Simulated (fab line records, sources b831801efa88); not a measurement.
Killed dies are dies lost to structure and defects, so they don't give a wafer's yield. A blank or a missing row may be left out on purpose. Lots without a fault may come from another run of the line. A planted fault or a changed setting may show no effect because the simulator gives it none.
A struck lot beside a sound one | flow gf180mcu | 14 steps out of a route of 602
Sound: wafers L936.1, L936.4, L936.5. Struck: wafers L948.1, L948.3, L948.4. The cause comes at the end.
At each step with rows: each side's tool, then ch and its chambers, then its first start. Under that, the readings that differ: sound wafers | struck wafers | difference of the means | sigmas: that difference in standard deviations of wafers without a fault.
alike: readings whose means differ by less than 2 such deviations, and words and numbers that are the same on both sides. not compared: withheld readings, readings that some wafer has no value for, bounds like >300 that may hide the same value, and numbers for which the record gives no deviation and whose values overlap.
The two part at a step that has a row with sigmas, a row that says differs or no value, or rows on one side only. Numbers that don't overlap but have no deviation are shown without sigmas and don't part them. A reading that every wafer of one side lacks parts them only if that side has two wafers or more.

first, 4 steps without rows for these wafers: GF_V2_SOFTBAKE_10 (time 60 s); GF_V2_EXPOSE_11 (exposes mask Via2, target cd 260 nm); GF_V2_PEB_12 (peb time 88.45 s); GF_V2_DEVELOP_13 (develop time 60 s).
GF_V2_CD_MEAS_14: target cd 260 nm.
  sound on cd_sem-02, day 21 10:22; struck on cd_sem-01, day 25 19:29
  alike: cd_nm
GF_V2_OVL_MEAS_15:
  sound on overlay-02, day 21 10:29; struck on overlay-02, day 25 19:36
  alike: V2_OVL
GF_V2_ETCH_16: etches BARC in N2/H2.
  sound on rie_diel-02 ch 1,2,3, day 21 10:31; struck on rie_diel-04 ch 0,2,3, day 25 19:38
  alike: drypump_motor_current_A, oes_product_au, throttle_valve_pct
GF_V2_ETCH_17: etches SiO2 in C4F8/O2/Ar, stops on TiN, target depth 630 nm.
  sound on rie_diel-02 ch 1,2,3; struck on rie_diel-04 ch 0,2,3
  alike: oes_product_au
GF_V2_STRIP_18: strips in O2/N2.
  sound on plasma_asher-01 ch 0,1, day 21 10:39; struck on plasma_asher-01 ch 0,1, day 25 19:46
  alike: drypump_motor_current_A, heater_power_w, oes_product_au
  not compared: rf_hours_counter_h
then, 2 steps without rows for these wafers: GF_V2_STRIP_19 (strips in post etch residue remover, time 1200 s); GF_V2_CLEAN_20 (cleans in DIW).
GF_V2_SPUTTER_21: material Ti, target thk 15 nm, time 80.02 s.
  sound on pvd_sputter-02, day 21 11:13; struck on pvd_sputter-02, day 25 20:20
  alike: cathode_dc_power_W, chamber_pressure_pa, substrate_temp_c, throttle_valve_pct
GF_V2_SPUTTER_22: material TiN, target thk 10 nm, time 40 s.
  sound on pvd_sputter-02, day 21 11:17; struck on pvd_sputter-02, day 25 20:23
  no value came back on the struck wafers for cathode_dc_power_W (W), chamber_pressure_pa (Pa), throttle_valve_pct (%); on the sound wafers cathode_dc_power_W (W) reads 4001.2 4000.1 3999.5
GF_V2_CVD_23: deposits W, target thk 350 nm, time 104.94 s.
  sound on cvd_w-01 ch 1, day 21 11:19; struck on cvd_w-02 ch 0,1, day 25 20:26
  alike: chamber_pressure_Torr, heater_power_w

WHERE THEY PART
Only at GF_V2_SPUTTER_22, within this record. Later steps at which nothing parts them and some readings are alike: GF_V2_CVD_23.

WHY: what the simulator had put in
Skipped step whole: pvd_sputter-02, from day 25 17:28 on, at GF_V2_SPUTTER_22. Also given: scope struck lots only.
